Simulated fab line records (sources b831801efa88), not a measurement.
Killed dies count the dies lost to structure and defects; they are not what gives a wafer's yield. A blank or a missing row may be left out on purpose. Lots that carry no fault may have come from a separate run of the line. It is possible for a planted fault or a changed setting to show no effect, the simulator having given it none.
Code-filled problem report in 8D (eight disciplines) form + flow sfq-line + the parts of the form that need people (team, actions taken, sign-off) are left out

## 1. WHAT IS WRONG
A mean of 419.2 W is read at SFQ_TRILAYER_I5_ETCH_VIA_ETCH_147 for rf-fwd-power-W, taken on 1 wafer of 1 lot, against 498.7 W (standard deviation 1.5) on wafers free of any fault. Relative to the usual mean, that is a shift of -53 standard deviations.
The step: etches the open film in CHF3, stops on Nb, target depth 360 nm.
Earliest sighting: wafer L587.6 on rie-diel-01 at day 73 05:36. Wafers with a number at this step in the record: 39, from 13 lots. By rule, "out" or "out of limits" means more than 4 standard deviations away from the usual mean. Any other wafer with a number is counted as sound.

## 2. WHAT THIS IS AND IS NOT
| question                    | is                | is not                                                                                                   |
|-----------------------------|-------------------|----------------------------------------------------------------------------------------------------------|
| which readings at this step | rf-fwd-power-W    | chamber-pressure-mTorr, drypump-motor-current-A, oes-product-au                                          |
| which lots                  | L587              | L578, L580, L581, L582, L583, L593, L594, L595, L597, L598, L599, L601                                   |
| which wafers of those lots  | L587.6            | L587.3, L587.5                                                                                           |
| read on which tools         | rie-diel-01       | rie-diel-02, rie-diel-03                                                                                 |
| when                        | from day 73 05:36 | up to then (17 sound wafers); but 21 sound wafers of L593, L594, L595, L597, L598, L599, L601 came after |

## 3. THE SUSPECTS, EACH WITH WHAT RULES IT OUT
Counting: any tool at a process step up to the reading remains a suspect provided it ran every lot that is out. Sound lots after the first of them don't rule it out here, since some wafers of a struck lot are sound.
- rie-diel-01 at SFQ_TRILAYER_I5_ETCH_VIA_ETCH_147 (etches the open film in CHF3, stops on Nb, target depth 360 nm): kept. It processed L587, the lot that is out, at day 73 05:36, and its most recent sound lot before then was L583 at day 71 14:06. Out on those wafers are its own readings of rf-fwd-power-W.
- At SFQ_TRILAYER_I5_ETCH_VIA_ETCH_147 on rie-diel-01, chamber 0 took the sound wafers of the same lots and chamber 3 took the wafers that are out.
Remaining after the count: rie-diel-01 at SFQ_TRILAYER_I5_ETCH_VIA_ETCH_147.

## 4. THE CAUSE (what the simulator had put in)
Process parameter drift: rie-diel-01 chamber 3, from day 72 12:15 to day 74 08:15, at SFQ_TRILAYER_I5_ETCH_VIA_ETCH_147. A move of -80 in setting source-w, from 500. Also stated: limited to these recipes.
This tool alone remained once counting was done.

## 5. THE EFFECT CHAIN, in route order
Each row: a reading whose mean over the struck wafers that have a number lies more than 3 standard deviations from the usual. Only readings whose record carries a usual standard deviation are examined. hours: median over the lots of the time between each lot's start at the first step of this table that gives one and its start at this step. sigmas: the change, counted in usual standard deviations.
| hours | step                              | reading        | usual   | on struck wafers | change | sigmas |
|-------|-----------------------------------|----------------|---------|------------------|--------|--------|
| 0     | SFQ_TRILAYER_I5_ETCH_VIA_ETCH_147 | rf-fwd-power-W | 498.7 W | 419.2            | -79.5  | -53    |
The process steps in it:
- SFQ_TRILAYER_I5_ETCH_VIA_ETCH_147: etches the open film in CHF3, stops on Nb, target depth 360 nm.

## 6. WHAT WOULD HAVE CAUGHT IT SOONER
17 hours passed between the start of the fault at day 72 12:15 and the first reading out of limits in this record, taken at day 73 05:36.
